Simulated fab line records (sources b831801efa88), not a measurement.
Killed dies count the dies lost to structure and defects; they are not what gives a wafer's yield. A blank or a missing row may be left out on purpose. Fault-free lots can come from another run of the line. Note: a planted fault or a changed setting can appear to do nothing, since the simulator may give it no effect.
Comparing a struck lot with a sound one -- flow sky130 -- 21 out of 708 route steps
Sound: these wafers, L961.3, L961.4, L961.6. Struck: wafer L977.2; the same lot's L977.4 was not struck, so it is left out; see the end for the cause.
For every step that has rows: the tool of each side, followed by ch and its chambers, followed by its first start. Under that, the readings that differ: sound wafers -- struck wafers -- difference of the means -- sigmas: that difference in standard deviations of wafers without a fault.
alike: readings whose means differ by less than 2 such deviations, and words and numbers that are the same on both sides. not compared: withheld readings, readings that some wafer has no value for, bounds like >300 that may hide the same value, and numbers for which the record gives no deviation and whose values overlap.
The two part at a step that has a row with sigmas, a row that says differs or no value, or rows on one side only. Numbers that have no deviation but don't overlap get no sigmas and don't part them. A reading missing from all wafers of one side parts the sides only when that side holds two or more wafers.

first, 4 steps without rows for these wafers: SKY_METAL2_STRIP_21 (strips in post etch residue remover, time 1200 s); SKY_METAL2_CLEAN_22 (cleans in IPA, time 180 s); SKY_METAL2_CLEAN_23 (cleans in O3/DIW); SKY_VIA2_HDPCVD_00 (deposits SiO2, target thk 1180 nm, time 196.7 s).
SKY_VIA2_THK_MEAS_01:
  struck on film-metro-04, day 41 17:41; sound on film-metro-04, day 36 21:30
  alike: VIA2_HDPCVD_THK
SKY_VIA2_CMP_02: polishes SiO2.
  sound on cmp-01 ch 0,1, day 36 21:32; struck on cmp-01 ch 2, day 41 17:59
reading,sound,struck,difference,sigmas
motor-current-A (A),10.6 13.3 13.9,9.6,-3.0,-2
  alike: edge-zone-pressure-frac, slurry-flow-ml-min
SKY_VIA2_BOW_MEAS_03:
  struck on film-metro-04, day 41 18:13; sound on film-metro-01, day 36 21:53
  alike: VIA2_BOW
then, 5 steps without rows for these wafers: SKY_VIA2_DEHYDRATE_04 (time 60 s); SKY_VIA2_HMDS_05 (prime time 60 s); SKY_VIA2_COAT_06 (resist thk 60 nm); SKY_VIA2_COAT_07 (resist thk 450 nm); SKY_VIA2_SOFTBAKE_08 (time 90 s).
SKY_VIA2_EXPOSE_09: exposes mask VIM2, target cd 200 nm.
  sound on krf-scanner-01 ch 0, day 37 10:38; struck on krf-scanner-01 ch 0, day 42 06:32
  alike: mask
then, 2 steps without rows for these wafers: SKY_VIA2_PEB_10; SKY_VIA2_DEVELOP_11 (develop time 60 s).
SKY_VIA2_CD_MEAS_12 targets a cd of 200 nm.
  struck on cd-sem-02, day 42 18:05; sound on cd-sem-01, day 37 23:28
reading,sound,struck,difference,sigmas
cd-nm (nm),201.5 201.1 200.5,182.7,-18.3,-12
  not compared: hold
SKY_VIA2_OVL_MEAS_13:
  struck on overlay-01, day 42 20:37; sound on overlay-01, day 37 23:33
reading,sound,struck,difference,sigmas
hold,- - -,await-dispo/2.4h/release,no value on the sound wafers,
  alike: VIA2_OVL
SKY_VIA2_ETCH_14: etches BARC in N2/H2, stops on SiO2, time 45.9 s, target depth 60 nm.
  sound on rie-diel-04 ch 0,3, day 37 23:35; struck on rie-diel-04 ch 0, day 42 20:38
reading,sound,struck,difference,sigmas
model.VIA2.cd-nm (nm),200.8 201.2 200.1,183.6,-17.1,
  alike: drypump-motor-current-A, oes-product-au, throttle-valve-pct
  not compared: rf-hours-counter-h
SKY_VIA2_ETCH_15: etches SiO2 in C4F8/O2/Ar, stops on TiN, target depth 546 nm, time 84 s.
  sound on rie-diel-04 ch 0,3, day 37 23:37; struck on rie-diel-04 ch 0, day 42 20:41
reading,sound,struck,difference,sigmas
model.VIA2.cd-nm (nm),197.7 202.6 197,181.5,-17.6,
  alike: oes-product-au
  not compared: rf-hours-counter-h
SKY_VIA2_STRIP_16: strips in O2/N2.
  sound on plasma-asher-04 ch 0,1, day 37 23:43; struck on plasma-asher-01 ch 0, day 42 20:44
reading,sound,struck,difference,sigmas
drypump-motor-current-A (A),6.22 5.80 6.23,5.32,-0.76,-3
rf-hours-counter-h (h),- - -,118,no value on the sound wafers,
  alike: oes-product-au, strip-time-to-endpoint-s
-- the record jumps here: 8 days lie between the struck wafers' starts before and after (it left off in module VIA2 and takes up again in module PAD_OPEN, whose first step shown is number 708 of the route) --
SKY_PAD_OPEN_PROBE_99:
  struck on prober-02, day 50 17:21; sound on prober-01, day 47 01:34
reading,sound,struck,difference,sigmas
defect-limited-yield (%),82.7 84.8 84.8,79.9,-4.2,-2
killed_at_M0_to_M3,41 35 43,61,+21,+3
killed-at-other,0 0 0,3,+3,+5
killed-dies,85 75 75,99,+21,+2
sort-n-pass,407 417 417,393,-21,-2
sort-yield-pct (%),82.7 84.8 84.8,79.9,-4.2,-2
model.etest.via2-chain.rc-ohm,9.927 9.382 10.51,11.99,+2.05,
  alike: killed_at_M4_up, killed-at-contacts, killed-at-front-end, killed-open, killed-short, sort_bin_3_pad_short, sort_bin_5_function, sort_bin_6_memory

== WHERE THEY PART ==
First at SKY_VIA2_CMP_02; last, within this record, at SKY_PAD_OPEN_PROBE_99.

WHY: what the simulator had put in
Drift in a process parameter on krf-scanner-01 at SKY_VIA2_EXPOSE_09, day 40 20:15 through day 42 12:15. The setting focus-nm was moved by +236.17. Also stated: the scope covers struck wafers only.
